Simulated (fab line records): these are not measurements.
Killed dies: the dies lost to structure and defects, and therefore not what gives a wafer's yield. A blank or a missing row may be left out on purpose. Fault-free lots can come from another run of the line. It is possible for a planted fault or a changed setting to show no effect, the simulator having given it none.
Struck lot and sound lot, side by side || flow sky130 || 28 steps out of a route of 708
Sound: the wafers L825.2, L825.4, L825.6. Struck: wafers L837.4, L837.6 (left out: L837.2, a lot-mate that was not struck); the cause follows at the end.
Each step with rows lists, per side, the tool, then ch with its chambers, then its first start. Under that, the readings that differ: sound wafers || struck wafers || difference of the means || sigmas: that difference in standard deviations of wafers without a fault.
alike: words and numbers the same on both sides, and readings whose means are apart by under 2 such deviations; not compared: readings that were withheld, readings missing a value for some wafer, numbers with overlapping values and no deviation given by the record, and bounds like >300 which may hide the same value.
Wherever a step has rows on one side only, a row that says differs or no value, or a row with sigmas, the two part there. Non-overlapping numbers with no deviation appear without sigmas and do not part them. Lack of a reading on every wafer of one side parts them only where that side has two or more wafers.

first, 5 steps without rows for these wafers: SKY_VIA4_STRIP_14 (strips in post etch residue remover, time 1200 s); SKY_VIA4_CLEAN_15 (cleans in IPA, time 180 s); SKY_VIA4_CLEAN_16 (cleans in O3/DIW); SKY_VIA4_SPUTTER_17 (material TiN, target thk 20 nm, time 80 s); SKY_VIA4_CVD_18 (deposits W, target thk 505 nm, time 152.14 s).
SKY_VIA4_RS_MEAS_19: measures by four-point-probe.
  sound: film-metro-01 at day 43 08:26; struck: film-metro-01 at day 46 13:38
  alike: VIA4_W_RS
SKY_VIA4_THK_MEAS_20: measures by xrf.
  sound: film-metro-01 at day 43 08:32; struck: film-metro-01 at day 46 13:45
  alike: VIA4_W_THK
then, 2 steps without rows for these wafers: SKY_VIA4_CMP_21 (polishes, stops on SiO2, t overpolish 25 s, target thk 0 nm); SKY_METAL5_SPUTTER_00 (material Ti, target thk 15 nm, time 10 s).
SKY_METAL5_SPUTTER_01: material TiN, target thk 20 nm, time 16.7 s.
  sound: pvd-sputter-04 at day 43 08:55; struck: pvd-sputter-04 at day 46 14:07
  alike: throttle-valve-pct
SKY_METAL5_SPUTTER_02: material AlCu, target thk 1150 nm, time 61.2 s.
  sound: pvd-sputter-04 at day 43 08:56; struck: pvd-sputter-04 at day 46 14:09
  alike: throttle-valve-pct
SKY_METAL5_SPUTTER_03: material Ti, target thk 5 nm, time 3.3 s.
  sound: pvd-sputter-04 at day 43 08:59; struck: pvd-sputter-04 at day 46 14:12
  alike: throttle-valve-pct
SKY_METAL5_SPUTTER_04: material TiN, target thk 70 nm, time 58.3 s.
  sound: pvd-sputter-04 at day 43 09:01; struck: pvd-sputter-04 at day 46 14:13
{"reading": "model.TiN_of_METAL5_SPUTTER_04.thk-nm (nm)", "sound": "69.86 70.32 69.95", "struck": "64.81 63.84", "difference": -5.72, "sigmas": ""}
  alike: throttle-valve-pct
SKY_METAL5_RS_MEAS_05: measures by four-point-probe.
  sound: film-metro-02 at day 43 09:05; struck: film-metro-01 at day 46 14:18
  alike: METAL5_ALCU_RS
SKY_METAL5_THK_MEAS_06: measures by xrf.
  sound: film-metro-02 at day 43 09:11; struck: film-metro-01 at day 46 14:25
{"reading": "METAL5_ALCU_THK (nm)", "sound": "1134 1137 1143", "struck": "1173 1175", "difference": "+36", "sigmas": "+3"}
then, 7 steps without rows for these wafers: SKY_METAL5_DEHYDRATE_07 (time 60 s); SKY_METAL5_HMDS_08 (prime time 60 s); SKY_METAL5_COAT_09 (resist thk 1800 nm); SKY_METAL5_SOFTBAKE_10 (time 60 s); SKY_METAL5_EXPOSE_11 (exposes mask MM5, target cd 1600 nm); SKY_METAL5_PEB_12; SKY_METAL5_DEVELOP_13 (develop time 60 s).
SKY_METAL5_DESCUM_14: chemistry O2, time 11 s.
  sound on rie-metal-03 ch 1, day 44 07:31; struck on rie-metal-03 ch 0, day 47 08:47
{"reading": "he-backside-leak-sccm (sccm)", "sound": "3.2 3.2 3.2", "struck": "3.5 6.8", "difference": "+2.0", "sigmas": "+5"}
  alike: chamber-pressure-mTorr, drypump-motor-current-A, oes-product-au
  not compared: rf-hours-counter-h
then, 1 step without rows for these wafers: SKY_METAL5_METAL_ETCH_15 (etches the open film in Cl2/BCl3, stops on SiO2, target depth 1260 nm, time 252 s).
SKY_METAL5_STRIP_16: strips in O2/N2.
  sound on plasma-asher-02 ch 0,1, day 44 07:47; struck on plasma-asher-04 ch 0,1, day 47 09:03
  alike: chamber-pressure-mTorr, drypump-motor-current-A, oes-product-au, strip-time-to-endpoint-s
  not compared: rf-hours-counter-h
SKY_METAL5_STRIP_17: strips in post etch residue remover, time 1200 s.
  sound on wet-bench-04 ch 0, day 44 07:53; struck on wet-bench-01 ch 1, day 47 09:11
{"reading": "model.TiN_of_METAL5_SPUTTER_04.thk-nm (nm)", "sound": "69.43 69.89 69.52", "struck": "64.39 63.42", "difference": -5.71, "sigmas": ""}
then, 1 step without rows for these wafers: SKY_METAL5_CLEAN_18 (cleans in IPA, time 180 s).
SKY_PAD_OPEN_PROBE_99:
  sound: prober-02 at day 46 06:05; struck: prober-02 at day 49 02:57
{"reading": "sort_bin_5_function (%)", "sound": "10.4 8.9 8.5", "struck": "10.6 13.6", "difference": "+2.8", "sigmas": "+2"}
  alike: defect-limited-yield, killed_at_M0_to_M3, killed_at_M4_up, killed-at-contacts, killed-at-front-end, killed-at-other, killed-dies, killed-on-rim, killed-open, killed-short, sort_bin_3_pad_short, sort_bin_6_memory, sort-n-pass, sort-yield-pct

WHERE THEY PART
At SKY_METAL5_THK_MEAS_06 first; at SKY_PAD_OPEN_PROBE_99 last (within this record only).

WHY: the cause the simulator had injected
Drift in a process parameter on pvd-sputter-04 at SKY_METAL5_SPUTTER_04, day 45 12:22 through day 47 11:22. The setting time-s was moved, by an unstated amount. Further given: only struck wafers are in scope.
